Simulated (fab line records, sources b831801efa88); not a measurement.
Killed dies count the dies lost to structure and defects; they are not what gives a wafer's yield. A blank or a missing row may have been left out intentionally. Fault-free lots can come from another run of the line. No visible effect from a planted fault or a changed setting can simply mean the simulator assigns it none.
Comparing a struck lot with a sound one    flow gf180mcu    16 out of 602 route steps
Sound: these wafers, L508.2, L508.4, L508.5. Wafers L497.4, L497.5 were the ones struck. The cause is given at the end.
Order at every step that has rows: each side's tool, ch and its chambers, its first start. Under that, the readings that differ: sound wafers    struck wafers    difference of the means    sigmas: that difference in standard deviations of wafers without a fault.
alike: same words and numbers on both sides, and readings whose means sit less than 2 such deviations apart. not compared: any withheld reading, any reading some wafer has no value for, any bound like >300 that may hide the same value, and any number with overlapping values for which the record gives no deviation.
The two part at a step that has a row with sigmas, a row that says differs or no value, or rows on one side only. Numbers that don't overlap but have no deviation are shown without sigmas and don't part them. A reading that every wafer of one side lacks parts them only if that side has two wafers or more.

first, 2 steps without rows for these wafers: GF_CONTACT_PEB_12 (peb time 90 s); GF_CONTACT_DEVELOP_13 (develop time 60 s).
GF_CONTACT_CD_MEAS_14: target cd 220 nm.
  sound on cd_sem-02, day 23 04:58; struck on cd_sem-02, day 20 08:33
  alike: cd_nm
GF_CONTACT_OVL_MEAS_15:
  sound on overlay-02, day 23 05:04; struck on overlay-02, day 20 08:38
  alike: CONTACT_OVL
GF_CONTACT_ETCH_16: etches BARC in N2/H2.
  sound on rie_diel-04 ch 0,1,2, day 23 05:05; struck on rie_diel-02 ch 0,1, day 20 08:38
  alike: drypump_motor_current_A, oes_product_au, throttle_valve_pct
GF_CONTACT_ETCH_17: etches SiO2 in C4F8/O2/Ar, stops on CoSi2, target depth 860 nm.
  sound: rie_diel-04 ch 0,1,2; struck: rie_diel-02 ch 0,1
  alike: oes_product_au
then, 4 steps without rows for these wafers: GF_CONTACT_STRIP_18 (strips in O2/N2); GF_CONTACT_CLEAN_19 (cleans in SPM); GF_CONTACT_CLEAN_20 (cleans in DIW); GF_CONTACT_CLEAN_21 (cleans in dHF, time 20 s).
GF_CONTACT_SPUTTER_22: material Ti, target thk 15 nm, time 80.02 s.
  sound on pvd_sputter-01, day 23 05:38; struck on pvd_sputter-04, day 20 09:06
  alike: throttle_valve_pct
GF_CONTACT_SPUTTER_23: material TiN, target thk 10 nm, time 40 s.
  sound on pvd_sputter-01, day 23 05:43; struck on pvd_sputter-04, day 20 09:10
  alike: throttle_valve_pct
GF_CONTACT_CVD_24: deposits W, target thk 300 nm, time 90.339 s.
  sound on cvd_w-01 ch 0,1, day 23 05:44; struck on cvd_w-01 ch 0, day 20 09:14
reading                                sound              struck     difference  sigmas
model.W_of_CONTACT_CVD_24.thk_nm (nm)  297.6 301.8 299.5  326 327.7  +27         
  alike: heater_power_w
  not compared: since_wet_clean_h
GF_CONTACT_RS_MEAS_25: measurement is done with a four-point probe.
  sound on film_metro-03, day 23 05:52; struck on film_metro-02, day 20 09:22
reading                sound              struck       difference  sigmas
CONTACT_W_RS (ohm/sq)  0.386 0.381 0.384  0.352 0.349  -0.033      -8
GF_CONTACT_THK_MEAS_26: measures by xrf.
  sound on film_metro-03, day 23 05:58; struck on film_metro-02, day 20 09:27
reading             sound        struck   difference  sigmas
CONTACT_W_THK (nm)  296 301 299  324 325  +26         +7
GF_CONTACT_CMP_27: polishes, stops on SiO2, t overpolish 15 s, target thk 0 nm.
  sound on cmp-01 ch 1,2, day 23 06:01; struck on cmp-02 ch 1, day 20 09:29
  alike: motor_current_A, retaining_ring_pressure_frac

== WHERE THEY PART ==
Last at GF_CONTACT_THK_MEAS_26 as far as this record goes, first at GF_CONTACT_RS_MEAS_25. Later steps at which nothing parts them and some readings are alike: GF_CONTACT_CMP_27.

WHY: whatever the simulator had introduced
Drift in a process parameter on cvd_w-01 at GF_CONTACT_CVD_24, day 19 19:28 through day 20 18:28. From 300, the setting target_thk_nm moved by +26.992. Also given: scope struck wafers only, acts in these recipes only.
